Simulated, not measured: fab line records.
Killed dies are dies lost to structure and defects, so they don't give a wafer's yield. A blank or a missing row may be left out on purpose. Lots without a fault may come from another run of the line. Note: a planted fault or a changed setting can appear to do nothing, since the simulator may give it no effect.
The tool behind it: which one? :: flow sky130 :: route of 708 steps, sampled at 1 step: 12 lots, 36 wafers

WHAT EACH GAUGE READ, for each wafer
SKY_VIA4_OVL_MEAS_11. Usual: VIA4_OVL typically reads 0.8 nm, with standard deviation 0.98.
lot: L600
measured: day 42 21:58
on: overlay-02
VIA4_OVL (nm): 0.3 -1.6 -0.4
flag: 

lot: L602
measured: day 43 17:12
on: overlay-02
VIA4_OVL (nm): 1.0 0.8 1.4
flag: 

lot: L604
measured: day 44 20:40
on: overlay-01
VIA4_OVL (nm): -1.1 0.3 1.1
flag: 

lot: L605
measured: day 44 20:57
on: overlay-02
VIA4_OVL (nm): -1.0 0.0 0.0
flag: 

lot: L607
measured: day 45 00:28
on: overlay-01
VIA4_OVL (nm): 0.3 2.9 0.9
flag: 

lot: L609
measured: day 45 14:26
on: overlay-02
VIA4_OVL (nm): 1.1 0.5 2.1
flag: 

lot: L611
measured: day 46 01:24
on: overlay-01
VIA4_OVL (nm): 1.8 0.5 1.8
flag: 

lot: L614
measured: day 46 20:03
on: overlay-01
VIA4_OVL (nm): 0.6 -0.2 -0.1
flag: 

lot: L619
measured: day 47 23:52
on: overlay-01
VIA4_OVL (nm): 1.1 0.6 1.2
flag: 

lot: L620
measured: day 48 02:51
on: overlay-02
VIA4_OVL (nm): -0.5 -0.1 1.9
flag: 

lot: L621
measured: day 48 13:28
on: overlay-01
VIA4_OVL (nm): 0.9 0.8 -0.3
flag: 

lot: L622
measured: day 48 17:08
on: overlay-01
VIA4_OVL (nm): 2.6 2.8 2.3
flag: 

EACH LOT AND THE TOOL THAT RAN IT (in order: tool; ch and the chambers of the sampled wafers; start)
The record holds no process step before these readings.

WHAT THE TOOLS THEMSELVES READ (means of the sampled wafers that have a number; where no wafer has one, the mark that the record gives instead)
The record holds no such reading with a usual standard deviation.

THE ANSWER, worked out from the rows above alone
Rule: lot off if the mean of its wafers having a number is beyond 3 standard deviations from the usual mean. A lot without any number at a reading at which 4 lots or more have one is off too. All remaining lots with rows at the step are treated as sound. After the gauges, taken in route order, come the tools' own readings; for these a lot's mean is taken, as printed above. At the first step where some lot is off, the reading lying furthest off is the one used; lots without a number count as furthest.
Across all readings shown, no lot is off: no conclusion can be drawn from this.

WHAT WAS PUT IN BY THE SIMULATOR
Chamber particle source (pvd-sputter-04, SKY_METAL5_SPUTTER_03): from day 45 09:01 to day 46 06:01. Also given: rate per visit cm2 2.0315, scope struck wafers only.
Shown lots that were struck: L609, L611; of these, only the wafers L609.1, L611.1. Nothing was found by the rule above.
